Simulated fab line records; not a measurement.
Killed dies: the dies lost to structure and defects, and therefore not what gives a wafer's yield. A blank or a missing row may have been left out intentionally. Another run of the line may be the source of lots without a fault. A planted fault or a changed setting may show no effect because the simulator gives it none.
Problem report, 8D (eight disciplines) form, completed by code | flow gf180mcu | the parts of the form that need people (team, actions taken, sign-off) are left out

== 1. THE PROBLEM ==
At GF_STI_WET_ETCH_17, tempC averages 161.06 C over 6 wafers from 2 lots, while fault-free wafers read 159.99 C, standard deviation 0.15. Relative to the usual mean, that is a shift of +7.2 standard deviations.
The step: etches Si3N4 in H3PO4, target depth 45 nm, time 514 s.
First observed at day 4 20:28: wafer L671.1, on wetBench-01. The record holds 42 wafers of 14 lots with a number at this step. Rule for "out", or "out of limits": more than 4 standard deviations from the usual mean. Any other wafer with a number is counted as sound.

== 2. WHAT THIS IS AND IS NOT ==
question                    | is                     | is not
which readings at this step | tempC                  | -
which lots                  | L671, L673             | L658, L659, L660, L662, L663, L664, L665, L666, L667, L668, L680, L681
which wafers of those lots  | all that have a number | -
read on which tools         | wetBench-01            | wetBench-03, wetBench-04
when                        | from day 4 20:28       | up to then (30 sound wafers); but 6 sound wafers of L680, L681 came after

== 3. WHAT RULES OUT EACH SUSPECT ==
Counting: any tool at a process step up to the reading is kept as a suspect provided that every lot that is out went through it and no sound lot did after the first of them.
- wetBench-01 at GF_STI_WET_ETCH_17 (etches Si3N4 in H3PO4, target depth 45 nm, time 514 s): kept. It processed each lot that is out, first L671 at day 4 20:28, and no sound lot thereafter; up to then, the last sound lot it processed was L666 at day 3 19:22. Its own tempC readings are out on those wafers.
The count leaves wetBench-01 at GF_STI_WET_ETCH_17.

== 4. THE CAUSE (what the simulator had put in) ==
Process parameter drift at GF_STI_WET_ETCH_17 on wetBench-01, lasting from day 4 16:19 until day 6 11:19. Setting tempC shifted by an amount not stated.
This tool alone remained once counting was done.

== 5. THE EFFECT CHAIN, in route order ==
Rows list readings where the struck wafers' mean (over those with a number) sits beyond 3 standard deviations from the usual. Only readings whose record carries a usual standard deviation are examined. hours: median over the lots of the time between each lot's start at the first step of this table that gives one and its start at this step. sigmas: the change, counted in usual standard deviations.
hours | step               | reading | usual    | on struck wafers | change | sigmas
0     | GF_STI_WET_ETCH_17 | tempC   | 159.99 C | 161.06           | +1.07  | +7.2
Process steps it contains:
- GF_STI_WET_ETCH_17: etches Si3N4 in H3PO4, target depth 45 nm, time 514 s.
At these later measuring or inspecting steps, every struck wafer for which the step has a row has a number for every such reading, and none has moved that far: GF_NWELL_OVL_MEAS_07, GF_LVPWELL_OVL_MEAS_07.

== 6. HOW IT WOULD HAVE BEEN CAUGHT EARLIER ==
First out-of-limits reading in this record: day 4 20:28, which is 4 hours after fault onset at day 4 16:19.
